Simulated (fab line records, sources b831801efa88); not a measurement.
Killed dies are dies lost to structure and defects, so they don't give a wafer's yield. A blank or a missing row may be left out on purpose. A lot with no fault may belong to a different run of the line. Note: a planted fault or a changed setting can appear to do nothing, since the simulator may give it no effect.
Comparing a struck lot with a sound one -- flow sfq line -- 42 steps out of a route of 325
Sound: wafers L559.1, L559.3, L559.5. The struck wafers were L573.1, L573.3, L573.5. The cause is named last.
Order at every step that has rows: each side's tool, ch and its chambers, its first start. Under that, the readings that differ: sound wafers -- struck wafers -- difference of the means -- sigmas: that difference in standard deviations of wafers without a fault.
alike: words and numbers the same on both sides, and readings whose means are apart by under 2 such deviations; not compared: readings that were withheld, readings missing a value for some wafer, numbers with overlapping values and no deviation given by the record, and bounds like >300 which may hide the same value.
The two part at a step that has a row with sigmas, a row that says differs or no value, or rows on one side only. Numbers that don't overlap but have no deviation are shown without sigmas and don't part them. A reading that every wafer of one side lacks parts them only if that side has two wafers or more.

first, 6 steps without rows for these wafers: SFQ_TRILAYER_I0_VIA_LITHO_COAT_036 (resist thk 62 nm); SFQ_TRILAYER_I0_VIA_LITHO_COAT_031 (resist thk 650 nm); SFQ_TRILAYER_I0_VIA_LITHO_SOFTBAKE_035; SFQ_TRILAYER_I0_VIA_LITHO_EXPOSE_032 (exposes mask I0, target cd 500 nm); SFQ_TRILAYER_I0_VIA_LITHO_PEB_034 (peb time 60 s); SFQ_TRILAYER_I0_VIA_LITHO_DEVELOP_033 (time 60 s).
SFQ_I0_OVL_MEAS_908:
  struck on overlay-02, day 26 17:23; sound on overlay-01, day 21 08:10
  alike: I0_OVL
SFQ_TRILAYER_I0_VIA_BARC_OPEN_VIA_ETCH_046: etches BARC in O2, target depth 125 nm, time 41.7 s.
  sound on rie diel-01 ch 0,1,3, day 21 08:13; struck on rie diel-02 ch 0,2, day 26 17:25
  alike: chamber pressure mTorr, drypump motor current A, oes product au
  not compared: rf hours counter h
SFQ_TRILAYER_I0_VIA_ETCH_VIA_ETCH_034: etches SiO2 in CHF3, stops on Nb, target depth 260 nm.
  sound on rie diel-01 ch 0,1,3, day 21 08:15; struck on rie diel-02 ch 0,2, day 26 17:28
  alike: chamber pressure mTorr, drypump motor current A, oes product au
then, 3 steps without rows for these wafers: SFQ_TRILAYER_I0_VIA_STRIP_STRIP_035 (strips in O2); SFQ_TRILAYER_I0_VIA_STRIP_SOLV_CLEAN_036 (cleans in NMP, time 600 s); SFQ_TRILAYER_M1_DEP_PRE_CLEAN_038 (time 22.5 s).
SFQ_TRILAYER_M1_DEP_SPUTTER_037: material Nb, target thk 200 nm, time 133.3 s.
  struck on pvd sputter-04, day 26 18:35; sound on pvd sputter-04, day 21 09:10
reading,sound,struck,difference,sigmas
cathode dc power W (W),2000.8 1999.8 1999.9,2071.9 2071.9 2071.7,+71.7,+99 or more
model.Nb_of_TRILAYER_M1_DEP_SPUTTER_037.thk nm (nm),201.4 199 200.1,207.8 206.2 207.9,+7.1,
  alike: resputter cathode voltage v, throttle valve pct
SFQ_M1_RS_MEAS_909: uses a four-point probe to measure.
  struck on film metro-03, day 26 18:40; sound on film metro-02, day 21 09:16
reading,sound,struck,difference,sigmas
M1_NB_RS (ohm/sq),0.883 0.893 0.888,0.855 0.861 0.856,-0.031,-3
then, 6 steps without rows for these wafers: SFQ_TRILAYER_M1_LITHO_COAT_044 (resist thk 62 nm); SFQ_TRILAYER_M1_LITHO_COAT_039 (resist thk 600 nm); SFQ_TRILAYER_M1_LITHO_SOFTBAKE_043; SFQ_TRILAYER_M1_LITHO_EXPOSE_040 (exposes mask M1, target cd 500 nm); SFQ_TRILAYER_M1_LITHO_PEB_042 (peb time 60 s); SFQ_TRILAYER_M1_LITHO_DEVELOP_041 (time 60 s).
-- the record jumps here: 6 days lie between the struck wafers' starts before and after --
SFQ_M1_OVL_MEAS_911:
  struck on overlay-02, day 32 16:28; sound on overlay-02, day 27 11:31
  alike: M1_OVL
then, 1 step without rows for these wafers: SFQ_TRILAYER_M1_BARC_OPEN_METAL_ETCH_054 (etches BARC in O2, target depth 125 nm, time 41.7 s).
SFQ_TRILAYER_M1_ETCH_METAL_ETCH_042: etches Nb in Cl2/Ar, stops on SiO2, target depth 240 nm, time 120 s.
  sound on rie metal-01 ch 0,1, day 27 11:37; struck on rie metal-04 ch 1, day 32 16:33
reading,sound,struck,difference,sigmas
oes product au (a.u.),0.897 0.895 0.893,0.914 0.906 0.921,+0.019,+2
model.M1.feature depth nm (nm),202 199.6 200.7,208.4 206.8 208.4,+7.1,
model.etch.depth nm (nm),201.4 199 200.1,207.8 206.2 207.9,+7.1,
  alike: chamber pressure mTorr, drypump motor current A
  not compared: rf hours counter h
SFQ_TRILAYER_M1_STRIP_STRIP_043: strips in O2.
  sound on rie metal-01 ch 0,1, day 27 11:47; struck on rie metal-04 ch 1, day 32 16:41
reading,sound,struck,difference,sigmas
oes product au (a.u.),0.986 0.998 0.986,1.017 1.014 1.022,+0.028,+3
  alike: chamber pressure mTorr, drypump motor current A
  not compared: rf hours counter h
then, 1 step without rows for these wafers: SFQ_TRILAYER_M1_STRIP_SOLV_CLEAN_044 (cleans in NMP, time 600 s).
SFQ_TRILAYER_I1_DEP_PECVD_045: deposits SiO2 from SiH4/N2O, time 111.11 s, target thk 500 nm.
  sound on pecvd-03 ch 0,1,2, day 27 12:46; struck on pecvd-01 ch 0,1,2, day 32 17:28
  alike: heater power w, throttle valve pct
then, 1 step without rows for these wafers: SFQ_TRILAYER_I1_CMP_CMP_046 (polishes SiO2).
SFQ_I1_BOW_MEAS_912:
  struck on film metro-04, day 33 03:31; sound on film metro-02, day 27 23:33
  alike: I1_BOW
then, 7 steps without rows for these wafers: SFQ_TRILAYER_I1_METRO_MEASURE_047; SFQ_TRILAYER_I1_VIA_LITHO_COAT_054 (resist thk 62 nm); SFQ_TRILAYER_I1_VIA_LITHO_COAT_049 (resist thk 650 nm); SFQ_TRILAYER_I1_VIA_LITHO_SOFTBAKE_053; SFQ_TRILAYER_I1_VIA_LITHO_EXPOSE_050 (exposes mask I1, target cd 500 nm); SFQ_TRILAYER_I1_VIA_LITHO_PEB_052 (peb time 60 s); SFQ_TRILAYER_I1_VIA_LITHO_DEVELOP_051 (time 60 s).
SFQ_I1_OVL_MEAS_913:
  struck on overlay-01, day 33 07:05; sound on overlay-02, day 28 05:28
  alike: I1_OVL
then, 1 step without rows for these wafers: SFQ_TRILAYER_I1_VIA_BARC_OPEN_VIA_ETCH_071 (etches BARC in O2, target depth 125 nm, time 41.7 s).
SFQ_TRILAYER_I1_VIA_ETCH_VIA_ETCH_052: etches SiO2 in CHF3, stops on Nb, target depth 260 nm.
  sound on rie diel-04 ch 0,2, day 28 05:32; struck on rie diel-04 ch 1,2,3, day 33 07:10
  alike: chamber pressure mTorr, drypump motor current A, oes product au
then, 3 steps without rows for these wafers: SFQ_TRILAYER_I1_VIA_STRIP_STRIP_053 (strips in O2); SFQ_TRILAYER_I1_VIA_STRIP_SOLV_CLEAN_054 (cleans in NMP, time 600 s); SFQ_TRILAYER_M2_DEP_PRE_CLEAN_056 (time 22.5 s).
-- the record jumps here: 58 days lie between the struck wafers' starts before and after --
SFQ_M8_BOW_MEAS_951:
  struck on film metro-04, day 91 16:56; sound on film metro-02, day 82 03:14
reading,sound,struck,difference,sigmas
model.etest.m1.ohm um,1.771 1.798 1.785,1.71 1.724 1.716,-0.07,
model.etest.i0.link ohm,1.958 1.968 1.96,1.926 1.94 1.925,-0.032,
model.etest.i1.link ohm,1.972 1.988 1.968,1.933 1.923 1.928,-0.048,
model.etest.m1.ohm sq,0.8826 0.8931 0.8882,0.8553 0.862 0.8552,-0.0305,
  alike: M8_BOW

== WHERE THEY PART ==
At SFQ_TRILAYER_M1_DEP_SPUTTER_037 first; at SFQ_TRILAYER_M1_STRIP_STRIP_043 last (within this record only). Later steps at which nothing parts them and some readings are alike: SFQ_TRILAYER_I1_DEP_PECVD_045, SFQ_I1_BOW_MEAS_912, SFQ_I1_OVL_MEAS_913, SFQ_TRILAYER_I1_VIA_ETCH_VIA_ETCH_052, SFQ_M8_BOW_MEAS_951.

WHY: what had been put in by the simulator
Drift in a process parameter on pvd sputter-04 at SFQ_TRILAYER_M1_DEP_SPUTTER_037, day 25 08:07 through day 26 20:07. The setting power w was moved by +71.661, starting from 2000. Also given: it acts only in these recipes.
